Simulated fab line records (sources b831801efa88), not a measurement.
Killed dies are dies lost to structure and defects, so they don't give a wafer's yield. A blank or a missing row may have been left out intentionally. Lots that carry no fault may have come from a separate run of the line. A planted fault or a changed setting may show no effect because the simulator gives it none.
A lot that was struck, set against a sound lot || flow gf180mcu || 14 steps out of a route of 602
Sound: the wafers L482.1, L482.2, L482.4. Wafers L477.3, L477.4, L477.6 were the ones struck. The cause comes at the end.
Each step with rows lists, per side, the tool, then ch with its chambers, then its first start. Under that, the readings that differ: sound wafers || struck wafers || difference of the means || sigmas: that difference in standard deviations of wafers without a fault.
alike: words and numbers the same on both sides, and readings whose means are apart by under 2 such deviations; not compared: readings that were withheld, readings missing a value for some wafer, numbers with overlapping values and no deviation given by the record, and bounds like >300 which may hide the same value.
Wherever a step has rows on one side only, a row that says differs or no value, or a row with sigmas, the two part there. Numbers that have no deviation but don't overlap get no sigmas and don't part them. A reading that every wafer of one side lacks parts them only if that side has two wafers or more.

GF_M1_SPUTTER_00: material Ti, target thk 37.5 nm, time 150 s.
  sound: pvd_sputter-04 at day 23 20:46; struck: pvd_sputter-02 at day 22 12:29
  alike: throttle_valve_pct
GF_M1_SPUTTER_01: material TiN, target thk 30 nm, time 25 s.
  sound: pvd_sputter-04 at day 23 20:52; struck: pvd_sputter-02 at day 22 12:35
  alike: throttle_valve_pct
GF_M1_SPUTTER_02: material AlCu, target thk 450 nm, time 23.9 s.
  sound: pvd_sputter-04 at day 23 20:54; struck: pvd_sputter-02 at day 22 12:37
  alike: throttle_valve_pct
GF_M1_SPUTTER_03: material Ti, target thk 10 nm, time 6.7 s.
  sound: pvd_sputter-04 at day 23 20:56; struck: pvd_sputter-02 at day 22 12:39
  alike: throttle_valve_pct
GF_M1_SPUTTER_04: material TiN, target thk 50 nm, time 41.7 s.
  sound: pvd_sputter-04 at day 23 20:57; struck: pvd_sputter-02 at day 22 12:40
  alike: throttle_valve_pct
GF_M1_RS_MEAS_05: measures by four-point-probe.
  sound: film_metro-02 at day 23 20:59; struck: film_metro-04 at day 22 12:45
  alike: M1_ALCU_RS
GF_M1_THK_MEAS_06: measures by xrf.
  sound: film_metro-02 at day 23 21:07; struck: film_metro-04 at day 22 12:51
  alike: M1_ALCU_THK
then, 5 steps without rows for these wafers: GF_M1_DEHYDRATE_07 (time 60 s); GF_M1_HMDS_08 (prime time 60 s); GF_M1_COAT_09 (resist thk 1000 nm); GF_M1_SOFTBAKE_10 (time 60 s); GF_M1_EXPOSE_11 (exposes mask Metal1, target cd 230 nm).
GF_M1_PEB_12: peb time 90 s.
  struck on litho_track-03, day 23 10:28; sound on litho_track-04 ch 0, day 24 18:53
  no value came back on the struck wafers for chill_plate_temp_C (C), exhaust_pa (Pa); on the sound wafers chill_plate_temp_C (C) reads 23.08 23.02 23.11
then, 1 step without rows for these wafers: GF_M1_DEVELOP_13 (develop time 60 s).

== WHERE THEY PART ==
Only at GF_M1_PEB_12, as far as this record shows.

WHY: what had been put in by the simulator
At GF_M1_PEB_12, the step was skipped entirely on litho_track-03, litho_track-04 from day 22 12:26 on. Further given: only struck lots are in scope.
